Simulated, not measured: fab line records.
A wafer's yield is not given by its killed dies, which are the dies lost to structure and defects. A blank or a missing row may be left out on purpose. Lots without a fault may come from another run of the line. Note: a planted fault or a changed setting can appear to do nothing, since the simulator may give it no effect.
Struck lot and sound lot, side by side -- flow gf180mcu -- 44 out of 602 route steps
Sound: these wafers, L672.1, L672.5, L672.6. Struck: wafer L686.5 (L686.1, L686.4, from the same lot, were not struck and are left out); the cause is given at the end.
Per side, at each step with rows, come the tool, then ch with its chambers, and then its first start. Under that, the readings that differ: sound wafers -- struck wafers -- difference of the means -- sigmas: that difference in standard deviations of wafers without a fault.
alike: readings with means less than 2 such deviations apart, plus words and numbers identical on both sides. not compared: withheld readings, readings lacking a value on some wafer, bounds such as >300 that could conceal the same value, and numbers that have no deviation in the record and whose values overlap.
A row with sigmas, a row that says differs or no value, or rows on one side alone: a step with any of these is where the two part. Numbers that have no deviation but don't overlap get no sigmas and don't part them. A reading missing from all wafers of one side parts the sides only when that side holds two or more wafers.

first, 2 steps without rows for these wafers: GF_CONTACT_CLEAN_20 (cleans in DIW); GF_CONTACT_CLEAN_21 (cleans in dHF, time 20 s).
GF_CONTACT_SPUTTER_22: material Ti, target thk 15 nm, time 80.02 s.
  sound on pvd sputter-01, day 16 02:07; struck on pvd sputter-03, day 21 01:34
reading,sound,struck,difference,sigmas
throttle valve pct (%),29.3 29.3 29.4,31.4,+2.1,+2
then, 2 steps without rows for these wafers: GF_CONTACT_SPUTTER_23 (material TiN, target thk 10 nm, time 40 s); GF_CONTACT_CVD_24 (deposits W, target thk 300 nm, time 90.339 s).
GF_CONTACT_RS_MEAS_25: measurement is done with a four-point probe.
  sound on film metro-02, day 16 02:19; struck on film metro-03, day 21 01:46
  alike: CONTACT_W_RS
GF_CONTACT_THK_MEAS_26: measures by xrf.
  sound on film metro-02, day 16 02:26; struck on film metro-03, day 21 01:53
  alike: CONTACT_W_THK
then, 1 step without rows for these wafers: GF_CONTACT_CMP_27 (polishes, stops on SiO2, t overpolish 15 s, target thk 0 nm).
GF_M1_SPUTTER_00: material Ti, target thk 37.5 nm, time 150 s.
  sound on pvd sputter-04, day 16 02:47; struck on pvd sputter-02, day 21 02:15
  alike: throttle valve pct
then, 2 steps without rows for these wafers: GF_M1_SPUTTER_01 (material TiN, target thk 30 nm, time 25 s); GF_M1_SPUTTER_02 (material AlCu, target thk 450 nm, time 23.9 s).
GF_M1_SPUTTER_03: material Ti, target thk 10 nm, time 6.7 s.
  sound on pvd sputter-04, day 16 02:57; struck on pvd sputter-02, day 21 02:25
  alike: throttle valve pct
GF_M1_SPUTTER_04: material TiN, target thk 50 nm, time 41.7 s.
  sound on pvd sputter-04, day 16 02:58; struck on pvd sputter-02, day 21 02:26
reading,sound,struck,difference,sigmas
model.TiN_of_M1_SPUTTER_04.thk nm (nm),50.91 51.45 51.21,42.85,-8.34,
  alike: throttle valve pct
GF_M1_RS_MEAS_05: measurement is done with a four-point probe.
  sound on film metro-04, day 16 03:01; struck on film metro-03, day 21 02:28
  alike: M1_ALCU_RS
GF_M1_THK_MEAS_06: measures by xrf.
  sound on film metro-04, day 16 03:08; struck on film metro-03, day 21 02:35
  alike: M1_ALCU_THK
then, 7 steps without rows for these wafers: GF_M1_DEHYDRATE_07 (time 60 s); GF_M1_HMDS_08 (prime time 60 s); GF_M1_COAT_09 (resist thk 1000 nm); GF_M1_SOFTBAKE_10 (time 60 s); GF_M1_EXPOSE_11 (exposes mask Metal1, target cd 230 nm); GF_M1_PEB_12 (peb time 92.22 s); GF_M1_DEVELOP_13 (develop time 60 s).
GF_M1_CD_MEAS_14: the cd target is 230 nm.
  sound on cd sem-02, day 17 01:22; struck on cd sem-02, day 22 02:00
  alike: cd nm
GF_M1_OVL_MEAS_15:
  sound on overlay-02, day 17 01:29; struck on overlay-01, day 22 02:07
  alike: M1_OVL
then, 5 steps without rows for these wafers: GF_M1_METAL_ETCH_16 (etches the open film in Cl2/BCl3, stops on SiO2, target depth 750.8 nm, time 125.1 s); GF_M1_STRIP_17 (strips in O2/N2); GF_M1_STRIP_18 (strips in post etch residue remover, time 1200 s); GF_M1_CLEAN_19 (cleans in DIW); GF_V1_CVD_00 (deposits SiO2, target thk 600 nm, time 100 s).
GF_V1_THK_MEAS_01:
  sound on film metro-03, day 17 02:16; struck on film metro-01, day 22 02:53
  alike: V1_CVD_00_THK
GF_V1_CVD_02: deposits SiO2 from TEOS, target thk 850 nm, time 94.851 s.
  sound on pecvd-04 ch 0,2, day 17 02:20; struck on pecvd-01 ch 1, day 22 02:57
  alike: heater power w
GF_V1_THK_MEAS_03:
  sound on film metro-01, day 17 02:24; struck on film metro-03, day 22 03:01
  alike: V1_CVD_02_THK
GF_V1_CMP_04: polishes SiO2.
  sound on cmp-01 ch 0,1, day 17 02:43; struck on cmp-01 ch 3, day 22 03:08
  alike: motor current A, time to endpoint s
GF_V1_BOW_MEAS_05:
  sound on film metro-03, day 17 02:58; struck on film metro-02, day 22 03:23
  alike: V1_BOW
then, 8 steps without rows for these wafers: GF_V1_DEHYDRATE_06 (time 60 s); GF_V1_HMDS_07 (prime time 60 s); GF_V1_COAT_08; GF_V1_COAT_09 (resist thk 1000 nm); GF_V1_SOFTBAKE_10 (time 60 s); GF_V1_EXPOSE_11 (exposes mask Via1, target cd 260 nm); GF_V1_PEB_12 (peb time 90 s); GF_V1_DEVELOP_13 (develop time 60 s).
GF_V1_STRIP_19: strips in post etch residue remover, time 1200 s.
  sound on wet bench-03 ch 2, day 18 02:10; struck on wet bench-02 ch 3, day 23 02:33
reading,sound,struck,difference,sigmas
model.TiN_of_M1_SPUTTER_04.thk nm (nm),50.07 50.6 50.37,42.02,-8.33,
GF_PASSIVATION_PROBE_99:
  rows exist in the record for the sound wafers here (prober-02, day 29 00:46), none for the struck ones

## WHERE THEY PART
Last at GF_PASSIVATION_PROBE_99 as far as this record goes, first at GF_CONTACT_SPUTTER_22.

WHY: whatever the simulator had introduced
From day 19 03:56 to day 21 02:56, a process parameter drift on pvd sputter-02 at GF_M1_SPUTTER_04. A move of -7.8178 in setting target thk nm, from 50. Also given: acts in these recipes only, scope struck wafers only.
